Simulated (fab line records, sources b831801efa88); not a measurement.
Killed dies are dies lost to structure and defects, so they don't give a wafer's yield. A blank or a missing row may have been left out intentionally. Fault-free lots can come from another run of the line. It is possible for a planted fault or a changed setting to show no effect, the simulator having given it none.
fab line records | flow sky130
[record] lots = 10 | wafers = 30 | last-day = 52
route steps=708 shown VIA3@575 METAL4@598 PAD_OPEN@708
lots that met no fault: taken from a fault-free run of the same line
start-h: hours from the record's first day to the start of the lot's first wafer shown | wait-h: time in hours since the lot's previous step | " unchanged from the row above | L1.1+2: a row that stands for several wafers | - no value present, or no start provided | * or withheld: withheld | < > ~ a bound
route shown NAME@n: a module of which the file shows steps, and the number in the route of the first | usual: mean/standard deviation of fault-free wafers | same: alike in all rows | chamber/n: place in a boat | sites: readings site by site | _std_site: standard deviation of those values | _edge_site: inner sites' mean taken away from outer sites' mean | radius-mm: how far each site lies from the wafer's centre | mask NAME#n: copy n | behind: the most recent tool/chamber to have shaped the wafer | hold: reason for holding the lot/hours on hold/outcome of the hold | device: which transistor (n, p or np) failed to switch | end of line: the route-end tests of the same wafers | where a step has no rows: the recipe by itself | killed: dies that structure and defects cost at the first sort, which is not the same as the wafer's yield | map: dies across one wafer; x = killed, . = not, _ = none there
set.NAME: the run value of the setting; set.NAME@STEP: its run value at that earlier step | model.NAME: the simulator's own value behind a step, which no gauge read
the route's steps for a sample of lots (tables are steps, rows are wafers)
services: the hour from which a tool's chamber was out of use, counted from the record's first day as start-h (under 0 if before that day), plus the number of hours and why
[[steps]]
[step SKY_VIA3_CMP_02]
[recipe] material = SiO2 | down-force-psi = 4 | platen-rpm = 60 | pad-velocity-m-s = 0.94248
[usual] motor-current-A = 11.6/1.2
lot.wafer | tool   | chamber | start-h | wait-h | motor-current-A
L409.4    | cmp-01 | 3       | 975.75  | 0.0    | 13.5
L409.3    | "      | 1       | "       | "      | 12.4
L409.6    | "      | 0       | "       | "      | 10.8
L410.4    | cmp-01 | 0       | 982.40  | 0.1    | 10.8
L410.5    | "      | 2       | "       | "      | 9.4
L410.6    | "      | 3       | "       | "      | 13.7
L411.3    | cmp-01 | 3       | 987.95  | 0.1    | 14.1
L411.4    | "      | 0       | "       | "      | 10.6
L411.1    | "      | 1       | "       | "      | 12.6
L413.1    | cmp-02 | 1       | 1000.45 | 0.1    | 11.9
L413.2    | "      | 2       | "       | "      | 10.6
L413.6    | "      | 0       | "       | "      | 11.1
L414.1    | cmp-01 | 1       | 1003.35 | 0.1    | 12.2
L414.2    | "      | 3       | "       | "      | 14.4
L414.5    | "      | 1       | "       | "      | 12.7
L416.3    | cmp-01 | 1       | 1018.66 | 0.3    | 12.3
L416.1    | "      | 3       | "       | "      | 13.5
L416.5    | "      | 2       | "       | "      | 10.9
L424.4    | cmp-01 | 2       | 1081.79 | 0.1    | 10.7
L424.2    | "      | 3       | "       | "      | 13.3
L424.5    | "      | 1       | "       | "      | 11.8
L426.1    | cmp-02 | 0       | 1085.36 | 0.2    | 10.2
L426.4    | "      | 1       | "       | "      | 12.6
L426.5    | "      | 3       | "       | "      | 11.0
L427.3    | cmp-02 | 3       | 1093.52 | 0.1    | 11.2
L427.2    | "      | 0       | "       | "      | 9.7
L427.6    | "      | 1       | "       | "      | 12.2
L428.2    | cmp-01 | 0       | 1096.51 | 0.0    | 10.6
L428.3    | "      | 2       | "       | "      | 10.7
L428.6    | "      | 1       | "       | "      | 12.6
[step SKY_VIA3_CVD_21]
[recipe] material = W | target-thk-nm = 390 | time-s = 117.31 | temp-c = 400 | pressure-torr = 40
[usual] chamber-pressure-Torr = 40.00/0.082 | heater-power-w = 818/79 | susceptor-temp-C = 399.99/0.21
lot.wafer | tool     | chamber | start-h | wait-h | chamber-pressure-Torr | heater-power-w | susceptor-temp-C
L409.3    | cvd-w-02 | 1       | 1002.10 | 0.1    | 39.92                 | 812            | 399.72
L409.4    | "        | 0       | "       | "      | 40.22                 | 908            | 400.05
L409.6    | "        | 1       | "       | "      | 39.99                 | 816            | 400.04
L410.4    | cvd-w-02 | 1       | 1008.10 | 0.1    | 40.01                 | 802            | 400.43
L410.5    | "        | 0       | "       | "      | 39.95                 | 893            | 399.93
L410.6    | "        | 1       | "       | "      | 40.00                 | 809            | 400.01
L411.1    | cvd-w-01 | 1       | 1013.60 | 0.0    | 39.82                 | 805            | 399.72
L411.3    | "        | 1       | "       | "      | 39.89                 | 804            | 399.82
L411.4    | "        | 0       | "       | "      | 39.99                 | 683            | 400.36
L413.1    | cvd-w-02 | 1       | 1026.21 | 0.0    | 39.99                 | 799            | 400.02
L413.2    | "        | 0       | "       | "      | 40.02                 | 904            | 400.45
L413.6    | "        | 0       | "       | "      | 40.05                 | 923            | 400.27
L414.1    | cvd-w-02 | 1       | 1028.60 | 0.0    | 40.09                 | 797            | 399.88
L414.2    | "        | 0       | "       | "      | 39.92                 | 898            | 399.93
L414.5    | "        | 0       | "       | "      | 39.94                 | 906            | 399.75
L416.1    | cvd-w-02 | 0       | 1042.91 | 0.0    | 40.07                 | 907            | 400.17
L416.3    | "        | 1       | "       | "      | 39.97                 | 841            | 399.73
L416.5    | "        | 0       | "       | "      | 40.16                 | 918            | 400.52
L424.2    | cvd-w-02 | 0       | 1104.45 | 0.0    | 39.95                 | 910            | 399.97
L424.4    | "        | 0       | "       | "      | 40.29                 | 906            | 399.92
L424.5    | "        | 0       | "       | "      | 40.01                 | 921            | 400.15
L426.1    | cvd-w-02 | 0       | 1108.69 | 0.0    | 40.10                 | 935            | 399.93
L426.4    | "        | 0       | "       | "      | 39.97                 | 907            | 400.02
L426.5    | "        | 1       | "       | "      | 39.93                 | 807            | 399.70
L427.2    | cvd-w-02 | 1       | 1115.85 | 0.0    | 39.91                 | 817            | 399.90
L427.3    | "        | 0       | "       | "      | 39.94                 | 905            | 399.95
L427.6    | "        | 0       | "       | "      | 40.09                 | 880            | 399.65
L428.2    | cvd-w-02 | 0       | 1119.07 | 0.0    | 39.90                 | 916            | 400.24
L428.3    | "        | 1       | "       | "      | 39.89                 | 828            | 399.96
L428.6    | "        | 1       | "       | "      | 39.95                 | 829            | 399.80
[step SKY_VIA3_RS_MEAS_22]
[recipe] thk-meas-gauge = four-point-probe | reads = W_of_VIA3_CVD_21+TiN_of_VIA3_SPUTTER_20
[usual] VIA3_W_RS = 0.295/0.004
lot.wafer | tool          | chamber | start-h | wait-h | hold                     | VIA3_W_RS[ohm/sq]
L409.3    | film-metro-01 | -       | 1002.22 | 0.1    | -                        | 0.294
L409.4    | "             | -       | "       | "      | -                        | 0.295
L409.6    | "             | -       | "       | "      | -                        | 0.295
L410.4    | film-metro-04 | -       | 1008.25 | 0.1    | -                        | 0.299
L410.5    | "             | -       | "       | "      | -                        | 0.302
L410.6    | "             | -       | "       | "      | -                        | 0.300
L411.1    | film-metro-01 | -       | 1013.73 | 0.1    | -                        | 0.296
L411.3    | "             | -       | "       | "      | -                        | 0.297
L411.4    | "             | -       | "       | "      | -                        | 0.289
L413.1    | film-metro-02 | -       | 1026.33 | 0.1    | await-dispo/0.2h/release | 0.406
L413.2    | "             | -       | "       | "      | await-dispo/0.2h/release | 0.296
L413.6    | "             | -       | "       | "      | await-dispo/0.2h/release | 0.296
L413.1    | film-metro-02 | -       | 1026.62 | 0.3    | -                        | 0.406
L413.2    | "             | -       | "       | "      | -                        | 0.297
L413.6    | "             | -       | "       | "      | -                        | 0.296
L414.1    | film-metro-02 | -       | 1028.73 | 0.1    | await-dispo/0.2h/release | 0.411
L414.2    | "             | -       | "       | "      | await-dispo/0.2h/release | 0.295
L414.5    | "             | -       | "       | "      | await-dispo/0.2h/release | 0.295
L414.1    | film-metro-02 | -       | 1029.01 | 0.3    | -                        | 0.411
L414.2    | "             | -       | "       | "      | -                        | 0.295
L414.5    | "             | -       | "       | "      | -                        | 0.296
L416.1    | film-metro-01 | -       | 1043.03 | 0.1    | await-dispo/0.2h/release | 0.411
L416.3    | "             | -       | "       | "      | await-dispo/0.2h/release | 0.298
L416.5    | "             | -       | "       | "      | await-dispo/0.2h/release | 0.294
L416.1    | film-metro-01 | -       | 1043.32 | 0.3    | -                        | 0.410
L416.3    | "             | -       | "       | "      | -                        | 0.298
L416.5    | "             | -       | "       | "      | -                        | 0.293
L424.2    | film-metro-04 | -       | 1104.60 | 0.1    | -                        | 0.298
L424.4    | "             | -       | "       | "      | -                        | 0.301
L424.5    | "             | -       | "       | "      | -                        | 0.301
L426.1    | film-metro-02 | -       | 1108.82 | 0.1    | -                        | 0.297
L426.4    | "             | -       | "       | "      | -                        | 0.301
L426.5    | "             | -       | "       | "      | -                        | 0.299
L427.2    | film-metro-01 | -       | 1115.99 | 0.1    | -                        | 0.300
L427.3    | "             | -       | "       | "      | -                        | 0.297
L427.6    | "             | -       | "       | "      | -                        | 0.295
L428.2    | film-metro-02 | -       | 1119.21 | 0.1    | -                        | 0.296
L428.3    | "             | -       | "       | "      | -                        | 0.292
L428.6    | "             | -       | "       | "      | -                        | 0.294
[step SKY_VIA3_THK_MEAS_23]
[recipe] thk-meas-gauge = xrf | reads = W_of_VIA3_CVD_21
[usual] VIA3_W_THK = 392/5.9
lot.wafer | tool          | chamber | start-h | wait-h | hold                     | VIA3_W_THK[nm]
L409.3    | film-metro-01 | -       | 1002.32 | 0.1    | -                        | 389
L409.4    | "             | -       | "       | "      | -                        | 387
L409.6    | "             | -       | "       | "      | -                        | 389
L410.4    | film-metro-04 | -       | 1008.34 | 0.1    | -                        | 388
L410.5    | "             | -       | "       | "      | -                        | 382
L410.6    | "             | -       | "       | "      | -                        | 386
L411.1    | film-metro-01 | -       | 1013.85 | 0.1    | -                        | 392
L411.3    | "             | -       | "       | "      | -                        | 389
L411.4    | "             | -       | "       | "      | -                        | 404
L413.1    | film-metro-02 | -       | 1028.04 | 1.4    | await-dispo/0.2h/release | 286
L413.2    | "             | -       | "       | "      | await-dispo/0.2h/release | 390
L413.6    | "             | -       | "       | "      | await-dispo/0.2h/release | 389
L413.1    | film-metro-02 | -       | 1028.27 | 0.2    | -                        | 287
L413.2    | "             | -       | "       | "      | -                        | 389
L413.6    | "             | -       | "       | "      | -                        | 387
L414.1    | film-metro-02 | -       | 1031.90 | 2.9    | await-dispo/0.2h/release | 281
L414.2    | "             | -       | "       | "      | await-dispo/0.2h/release | 393
L414.5    | "             | -       | "       | "      | await-dispo/0.2h/release | 387
L414.1    | film-metro-02 | -       | 1032.12 | 0.2    | -                        | 283
L414.2    | "             | -       | "       | "      | -                        | 398
L414.5    | "             | -       | "       | "      | -                        | 393
L416.1    | film-metro-01 | -       | 1046.06 | 2.7    | await-dispo/0.2h/release | 279
L416.3    | "             | -       | "       | "      | await-dispo/0.2h/release | 388
L416.5    | "             | -       | "       | "      | await-dispo/0.2h/release | 390
L416.1    | film-metro-01 | -       | 1046.28 | 0.2    | -                        | 279
L416.3    | "             | -       | "       | "      | -                        | 385
L416.5    | "             | -       | "       | "      | -                        | 390
L424.2    | film-metro-04 | -       | 1104.71 | 0.1    | -                        | 386
L424.4    | "             | -       | "       | "      | -                        | 385
L424.5    | "             | -       | "       | "      | -                        | 384
L426.1    | film-metro-02 | -       | 1108.94 | 0.1    | -                        | 387
L426.4    | "             | -       | "       | "      | -                        | 383
L426.5    | "             | -       | "       | "      | -                        | 384
L427.2    | film-metro-01 | -       | 1116.10 | 0.1    | -                        | 386
L427.3    | "             | -       | "       | "      | -                        | 392
L427.6    | "             | -       | "       | "      | -                        | 393
L428.2    | film-metro-02 | -       | 1119.32 | 0.1    | -                        | 390
L428.3    | "             | -       | "       | "      | -                        | 394
L428.6    | "             | -       | "       | "      | -                        | 391
[step SKY_VIA3_CMP_24]
[recipe] stop-on = SiO2 | t-overpolish-s = 20 | down-force-psi = 3.5 | platen-rpm = 60 | target-thk-nm = 0 | pad-velocity-m-s = 0.94248
[usual] motor-current-A = 10.5/0.89 | time-to-endpoint-s = 94/3.3
lot.wafer | tool   | chamber | start-h | wait-h | hold                     | motor-current-A | time-to-endpoint-s
L409.3    | cmp-02 | 0       | 1002.36 | 0.0    | -                        | 10.0            | 98
L409.4    | "      | 1       | "       | "      | -                        | 10.5            | 97
L409.6    | "      | 0       | "       | "      | -                        | 9.6             | 97
L410.4    | cmp-02 | 0       | 1008.37 | 0.0    | -                        | 10.5            | 97
L410.6    | "      | 0       | "       | "      | -                        | 9.5             | 96
L410.5    | "      | 1       | "       | "      | -                        | 11.2            | 93
L411.3    | cmp-02 | 3       | 1013.91 | 0.0    | -                        | 10.2            | 91
L411.1    | "      | 0       | "       | "      | -                        | 10.2            | 99
L411.4    | "      | 1       | "       | "      | -                        | 11.0            | 99
L413.1    | cmp-01 | 3       | 1031.83 | 3.6    | await-dispo/3.5h/release | 11.8            | 61
L413.2    | "      | 1       | "       | "      | await-dispo/3.5h/release | 11.7            | 92
L413.6    | "      | 3       | "       | "      | await-dispo/3.5h/release | 12.6            | 86
L414.2    | cmp-01 | 3       | 1034.95 | 2.8    | await-dispo/2.5h/release | 12.2            | 86
L414.1    | "      | 0       | "       | "      | await-dispo/2.5h/release | 9.8             | 70
L414.5    | "      | 3       | "       | "      | await-dispo/2.5h/release | 12.1            | 91
L416.1    | cmp-02 | 3       | 1048.48 | 2.2    | await-dispo/2.1h/release | 10.6            | 64
L416.3    | "      | 1       | "       | "      | await-dispo/2.1h/release | 10.9            | 90
L416.5    | "      | 2       | "       | "      | await-dispo/2.1h/release | 10.4            | 92
L424.2    | cmp-01 | 3       | 1104.76 | 0.0    | -                        | 12.2            | 90
L424.4    | "      | 1       | "       | "      | -                        | 11.6            | 95
L424.5    | "      | 3       | "       | "      | -                        | 12.5            | 90
L426.1    | cmp-02 | 0       | 1109.05 | 0.1    | -                        | 9.8             | 98
L426.4    | "      | 1       | "       | "      | -                        | 10.4            | 93
L426.5    | "      | 0       | "       | "      | -                        | 10.1            | 97
L427.3    | cmp-02 | 3       | 1116.20 | 0.1    | -                        | 9.8             | 90
L427.2    | "      | 1       | "       | "      | -                        | 10.9            | 86
L427.6    | "      | 3       | "       | "      | -                        | 10.8            | 92
L428.3    | cmp-02 | 0       | 1119.42 | 0.1    | -                        | 9.7             | 97
L428.2    | "      | 2       | "       | "      | -                        | 10.3            | 94
L428.6    | "      | 3       | "       | "      | -                        | 10.4            | 92
[step SKY_METAL4_SPUTTER_00]
[recipe] material = Ti | target-thk-nm = 15 | power-w = 2953 | time-s = 10 | chamber-pressure-pa = 0.4
[usual] throttle-valve-pct = 30.4/0.82
lot.wafer | tool           | chamber | start-h | wait-h | throttle-valve-pct
L409.3    | pvd-sputter-02 | -       | 1002.66 | 0.2    | 31.2
L409.4    | "              | -       | "       | "      | 30.9
L409.6    | "              | -       | "       | "      | 29.4
L410.4    | pvd-sputter-04 | -       | 1008.67 | 0.2    | 29.4
L410.5    | "              | -       | "       | "      | 31.1
L410.6    | "              | -       | "       | "      | 30.6
L411.1    | pvd-sputter-01 | -       | 1014.21 | 0.2    | 30.0
L411.3    | "              | -       | "       | "      | 29.5
L411.4    | "              | -       | "       | "      | 30.2
L413.1    | pvd-sputter-04 | -       | 1032.19 | 0.3    | 31.3
L413.2    | "              | -       | "       | "      | 29.8
L413.6    | "              | -       | "       | "      | 31.0
L414.1    | pvd-sputter-01 | -       | 1035.25 | 0.2    | 30.3
L414.2    | "              | -       | "       | "      | 29.8
L414.5    | "              | -       | "       | "      | 29.2
L416.1    | pvd-sputter-02 | -       | 1048.82 | 0.3    | 31.0
L416.3    | "              | -       | "       | "      | 32.1
L416.5    | "              | -       | "       | "      | 32.3
L424.2    | pvd-sputter-02 | -       | 1105.06 | 0.2    | 32.2
L424.4    | "              | -       | "       | "      | 31.0
L424.5    | "              | -       | "       | "      | 30.9
L426.1    | pvd-sputter-04 | -       | 1109.30 | 0.2    | 30.1
L426.4    | "              | -       | "       | "      | 29.7
L426.5    | "              | -       | "       | "      | 30.7
L427.2    | pvd-sputter-02 | -       | 1116.45 | 0.1    | 30.8
L427.3    | "              | -       | "       | "      | 30.9
L427.6    | "              | -       | "       | "      | 30.5
L428.2    | pvd-sputter-01 | -       | 1119.67 | 0.1    | 30.5
L428.3    | "              | -       | "       | "      | 30.1
L428.6    | "              | -       | "       | "      | 30.0
[step SKY_METAL4_SPUTTER_03]
[recipe] material = Ti | target-thk-nm = 5 | power-w = 3000 | time-s = 3.3 | chamber-pressure-pa = 0.4
[usual] throttle-valve-pct = 30.4/0.82
lot.wafer | tool           | chamber | start-h | wait-h | throttle-valve-pct
L409.3    | pvd-sputter-02 | -       | 1002.74 | 0.0    | 30.7
L409.4    | "              | -       | "       | "      | 31.0
L409.6    | "              | -       | "       | "      | 29.6
L410.4    | pvd-sputter-04 | -       | 1008.75 | 0.0    | 29.5
L410.5    | "              | -       | "       | "      | 31.5
L410.6    | "              | -       | "       | "      | 30.3
L411.1    | pvd-sputter-01 | -       | 1014.29 | 0.0    | 29.8
L411.3    | "              | -       | "       | "      | 29.2
L411.4    | "              | -       | "       | "      | 29.9
L413.1    | pvd-sputter-04 | -       | 1032.27 | 0.0    | 31.2
L413.2    | "              | -       | "       | "      | 29.6
L413.6    | "              | -       | "       | "      | 31.2
L414.1    | pvd-sputter-01 | -       | 1035.35 | 0.0    | 30.0
L414.2    | "              | -       | "       | "      | 29.9
L414.5    | "              | -       | "       | "      | 29.7
L416.1    | pvd-sputter-02 | -       | 1048.90 | 0.0    | 30.9
L416.3    | "              | -       | "       | "      | 32.3
L416.5    | "              | -       | "       | "      | 32.4
L424.2    | pvd-sputter-02 | -       | 1105.14 | 0.0    | 32.0
L424.4    | "              | -       | "       | "      | 30.8
L424.5    | "              | -       | "       | "      | 31.1
L426.1    | pvd-sputter-04 | -       | 1109.38 | 0.0    | 30.4
L426.4    | "              | -       | "       | "      | 30.1
L426.5    | "              | -       | "       | "      | 30.5
L427.2    | pvd-sputter-02 | -       | 1116.53 | 0.0    | 30.9
L427.3    | "              | -       | "       | "      | 31.0
L427.6    | "              | -       | "       | "      | 31.0
L428.2    | pvd-sputter-01 | -       | 1119.76 | 0.0    | 30.3
L428.3    | "              | -       | "       | "      | 30.1
L428.6    | "              | -       | "       | "      | 30.3
[step SKY_PAD_OPEN_PROBE_99]
[usual] defect-limited-yield = 82.5/1.9 | killed_at_M0_to_M3 = 44/7.1 | killed_at_M4_up = 3.3/1.9 | killed-at-contacts = 24/5.3 | killed-at-front-end = 15/4.5 | killed-at-other = 0.3/0.55 | killed-dies = 86/9.5 | killed-open = 46/7.3 | killed-short = 39/6.4 | sort_bin_3_pad_short = 0.9/0.43 | sort_bin_5_function = 10.3/1.4 | sort_bin_6_memory = 6.3/1 | sort-n-pass = 406/9.5 | sort-yield-pct = 82.5/1.9
[same] gross-dies = 492 | killed-at-back-side = 0 | sort_bin_4_leakage[%] = 0 | sort_bin_8_speed[%] = 0
lot.wafer | tool      | chamber | start-h | wait-h | defect-limited-yield[%] | killed_at_M0_to_M3 | killed_at_M4_up | killed-at-contacts | killed-at-front-end | killed-at-other | killed-dies | killed-open | killed-short | sort_bin_3_pad_short[%] | sort_bin_5_function[%] | sort_bin_6_memory[%] | sort-n-pass | sort-yield-pct[%]
L414.1    | prober-02 | -       | 1165.45 | 0.1    | 82.1                    | 50                 | 3               | 23                 | 12                  | 0               | 88          | 44          | 44           | 1.0                     | 10.2                   | 6.7                  | 404         | 82.1
L414.2    | prober-02 | -       | 1165.50 | 0.1    | 82.5                    | 37                 | 6               | 31                 | 11                  | 1               | 86          | 47          | 39           | 0.8                     | 10.4                   | 6.3                  | 406         | 82.5
L414.5    | prober-02 | -       | 1165.65 | 0.2    | 83.3                    | 41                 | 2               | 26                 | 13                  | 0               | 82          | 49          | 33           | 0.6                     | 9.1                    | 6.9                  | 410         | 83.3
L428.2    | prober-01 | -       | 1238.07 | 0.1    | 81.5                    | 49                 | 2               | 23                 | 16                  | 1               | 91          | 56          | 34           | 1.0                     | 9.8                    | 7.7                  | 401         | 81.5
L428.3    | prober-01 | -       | 1238.12 | 0.2    | 80.9                    | 53                 | 3               | 28                 | 10                  | 0               | 94          | 50          | 44           | 1.6                     | 9.8                    | 7.7                  | 398         | 80.9
L428.6    | prober-01 | -       | 1238.27 | 0.2    | 81.3                    | 38                 | 1               | 29                 | 24                  | 0               | 92          | 57          | 35           | 1.2                     | 11.2                   | 6.3                  | 400         | 81.3
// killed by level:class
L414.1 VIA1:geometric-particle:open=11 METAL1:geometric-particle:short=9 CONTACT:geometric-particle:open=9 METAL2:geometric-particle:short=8 VIA1:geometric-particle:short=6 POLY_GATE:geometric-particle:short=5 LI_CONTACT:geometric-particle:open=5 LOCAL_INTERCONNECT:geometric-particle:open=4
L414.2 LI_CONTACT:geometric-particle:open=10 VIA1:geometric-particle:open=10 CONTACT:geometric-particle:open=9 LOCAL_INTERCONNECT:geometric-particle:short=7 METAL1:geometric-particle:short=5 VIA3:geometric-particle:open=5 METAL4:geometric-particle:short=5 VIA1:geometric-particle:short=4
L414.5 LI_CONTACT:geometric-particle:open=9 VIA1:geometric-particle:open=9 CONTACT:geometric-particle:open=8 POLY_GATE:geometric-particle:short=6 VIA3:geometric-particle:open=6 VIA2:geometric-particle:open=5 LOCAL_INTERCONNECT:geometric-particle:short=4 METAL2:geometric-particle:short=4
L428.2 VIA1:geometric-particle:open=11 VIA2:geometric-particle:open=10 CONTACT:geometric-particle:open=8 LOCAL_INTERCONNECT:geometric-particle:short=6 VIA3:geometric-particle:open=6 LI_CONTACT:geometric-particle:open=5 METAL1:geometric-particle:short=4 VIA1:geometric-particle:short=4
L428.3 VIA1:geometric-particle:open=15 CONTACT:geometric-particle:open=11 LI_CONTACT:geometric-particle:open=6 CONTACT:geometric-particle:short=6 METAL1:geometric-particle:short=6 METAL3:geometric-particle:short=5 VIA1:geometric-particle:short=5 METAL2:geometric-particle:short=5
L428.6 CONTACT:geometric-particle:open=12 VIA2:geometric-particle:open=11 LI_CONTACT:geometric-particle:open=10 VIA1:geometric-particle:open=8 FIELD_ISO:geometric-particle:short=6 FIELD_ISO:geometric-particle:open=6 METAL2:geometric-particle:short=6 POLY_GATE:geometric-particle:short=4
[[services]]
tool           | chamber | start-h | hours | kind
cmp-02         | -       | 963.54  | 2.3   | repair
cvd-w-02       | 0       | 991.04  | 2.6   | repair
pvd-sputter-01 | 1       | 997.05  | -     | consumable-replace:kit
pvd-sputter-01 | 1       | 997.05  | 18.0  | scheduled-down
pvd-sputter-01 | 1       | 997.05  | 18.0  | vent-cycle
pvd-sputter-01 | -       | 1011.13 | 2.7   | repair
cmp-01         | -       | 1015.03 | 1.7   | repair
cmp-02         | -       | 1016.83 | 10.2  | pm
pvd-sputter-04 | -       | 1024.35 | 2.1   | repair
cmp-02         | -       | 1050.87 | 0.5   | repair
cvd-w-02       | -       | 1077.41 | 6.0   | pm
pvd-sputter-04 | 3       | 1082.89 | -     | consumable-replace:kit
pvd-sputter-04 | 3       | 1082.89 | 18.0  | scheduled-down
pvd-sputter-04 | 3       | 1082.89 | 18.0  | vent-cycle
cmp-01         | -       | 1084.26 | 4.0   | pm
cmp-01         | -       | 1088.26 | -     | consumable-replace:conditioner
cmp-01         | -       | 1088.26 | -     | consumable-replace:pad
[[key]]
[first-sign] step = SKY_VIA3_RS_MEAS_22 | reading = visit | direction = added
[effect] step = SKY_VIA3_RS_MEAS_22 | reading = VIA3_W_RS | direction = up | sigmas = 29 | usual = 0.295 | struck = 0.409
[effect] step = SKY_VIA3_THK_MEAS_23 | reading = visit | direction = added
[effect] step = SKY_VIA3_THK_MEAS_23 | reading = VIA3_W_THK | direction = down | sigmas = 18 | usual = 392 | struck = 282
[effect] step = SKY_VIA3_CMP_24 | reading = time-to-endpoint-s | direction = down | sigmas = 8.8 | usual = * | struck = *
met-at SKY_VIA3_CVD_21
struck-lots L413,L414,L416
struck-wafers L413.1,L414.1,L416.1
not-acting-at SKY_VIA3_CMP_02,SKY_METAL4_SPUTTER_00,SKY_METAL4_SPUTTER_03
onset-between 1008.10 1026.21
[fault] kind = process-parameter-drift | tool = cvd-w-02 | chamber = - | onset-h = 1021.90 | steps = SKY_VIA3_CVD_21 | channel = target-thk-nm | offset = -107.34 | shape = step | end-h = 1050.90 | scope = struck-wafers-only | acts-in = these-recipes-only | stated = 390
